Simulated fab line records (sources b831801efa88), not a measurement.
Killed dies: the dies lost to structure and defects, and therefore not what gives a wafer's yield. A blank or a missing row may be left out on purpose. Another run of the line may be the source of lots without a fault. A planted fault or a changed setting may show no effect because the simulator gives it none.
Matching of chambers / flow gf180mcu / rieDiel-03 running GF_V3_ETCH_16: 4 sister chambers
The step etches BARC in N2/H2. 4 wafers are shown with their chamber, then 7 later ones without.

EACH WAFER AND ITS CHAMBER
wafer=L283.2; chamber=2; drypumpMotorCurrentA (A)=5.96
wafer=L294.5; chamber=1; drypumpMotorCurrentA (A)=6.02
wafer=L298.1; chamber=0; drypumpMotorCurrentA (A)=5.87
wafer=L298.3; chamber=3; drypumpMotorCurrentA (A)=6.29

WAFERS WITH NO CHAMBER GIVEN
wafer=L298.4; drypumpMotorCurrentA (A)=6.29
wafer=L300.1; drypumpMotorCurrentA (A)=6.26
wafer=L300.5; drypumpMotorCurrentA (A)=6.00
wafer=L300.6; drypumpMotorCurrentA (A)=5.91
wafer=L302.2; drypumpMotorCurrentA (A)=6.00
wafer=L302.4; drypumpMotorCurrentA (A)=6.31
wafer=L302.5; drypumpMotorCurrentA (A)=6.00

CHAMBER TAKEN BY EACH
wafer=L298.4; from the rows above=3; in truth=3
wafer=L300.1; from the rows above=3; in truth=3
wafer=L300.5; from the rows above=can't be placed: 1 or 2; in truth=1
wafer=L300.6; from the rows above=can't be placed: 0 or 2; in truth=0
wafer=L302.2; from the rows above=can't be placed: 1 or 2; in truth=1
wafer=L302.4; from the rows above=3; in truth=3
wafer=L302.5; from the rows above=can't be placed: 1 or 2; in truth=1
3 of 7 placed correctly. Unplaceable from these rows: 4, with the true chamber sitting among the candidates in 4. Number placed wrongly: 0.
How it was worked out, from the rows above alone: a wafer's distance from a chamber is the root of the sum, over the readings, of the square of ((its reading less the chamber's mean) divided by the reading's scatter). If the next closest chamber is less than 2 further off than the closest, the wafer can't be placed; otherwise it belongs to the closest. A chamber's mean is the mean of its shown wafers. The scatter: root of mean squared gap, hidden wafer to nearest shown wafer, with one shown wafer a chamber.
